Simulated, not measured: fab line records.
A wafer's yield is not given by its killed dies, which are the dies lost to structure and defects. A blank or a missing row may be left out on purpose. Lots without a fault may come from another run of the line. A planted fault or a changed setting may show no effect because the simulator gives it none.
A single fault, viewed from 2 desks ; flow sky130 ; what lay behind the numbers comes last; until then each desk has only its own

== THE TOOL OWNER'S DESK: litho_track-04 ==
The tool's own readings at SKY_LOCAL_INTERCONNECT_DEVELOP_10 (develop time 60 s): means of the sampled wafers that have a number, for each lot that ran on this tool. Marked OUT: a lot whose mean sits more than 4 standard deviations from the usual mean, which makes it out of limits; the brackets give that distance.
Columns: A = chill_plate_temp_C at SKY_LOCAL_INTERCONNECT_DEVELOP_10, usual 22.99 C
lot;first seen here;A
L371;day 32 18:00;22.99
L372;day 33 02:00;22.89
L373;day 33 14:00;23.01
L375;day 34 14:00;23.01
L384;day 36 23:00;22.89
L386;day 37 21:00;22.98
Finding of this desk: none of the 6 lots has anything out of limits.

== THE METROLOGY DESK ==
Lot by lot, what the gauges showed, no matter which tool ran the lot: averages of those sampled wafers that carry a number. Marked OUT: a lot whose mean sits more than 4 standard deviations from the usual mean, which makes it out of limits; the brackets give that distance.
Columns: A = LI_CONTACT_OVL at SKY_LI_CONTACT_OVL_MEAS_13, usual -1 nm
lot;first seen here;A
L366;day 29 17:22;-1
L364;day 29 17:53;2
L365;day 29 22:25;-5
L371;day 31 15:17;2
L372;day 31 22:40;-8
L373;day 32 11:05;-1
L375;day 33 10:23;-2
L376;day 33 11:38;1
L378;day 33 22:21;-2
L379;day 34 10:22;-2
L380;day 34 13:41;-1
L381;day 34 15:40;-2
L382;day 35 01:28;-9
L384;day 35 19:19;0
L386;day 36 17:09;-3
Finding of this desk: none of the 15 lots has anything out of limits.

== TAKEN TOGETHER ==
The tool owner's desk saw nothing out of limits.
Nothing out of limits was seen by the metrology desk.

== WHAT HAD BEEN PUT IN BY THE SIMULATOR ==
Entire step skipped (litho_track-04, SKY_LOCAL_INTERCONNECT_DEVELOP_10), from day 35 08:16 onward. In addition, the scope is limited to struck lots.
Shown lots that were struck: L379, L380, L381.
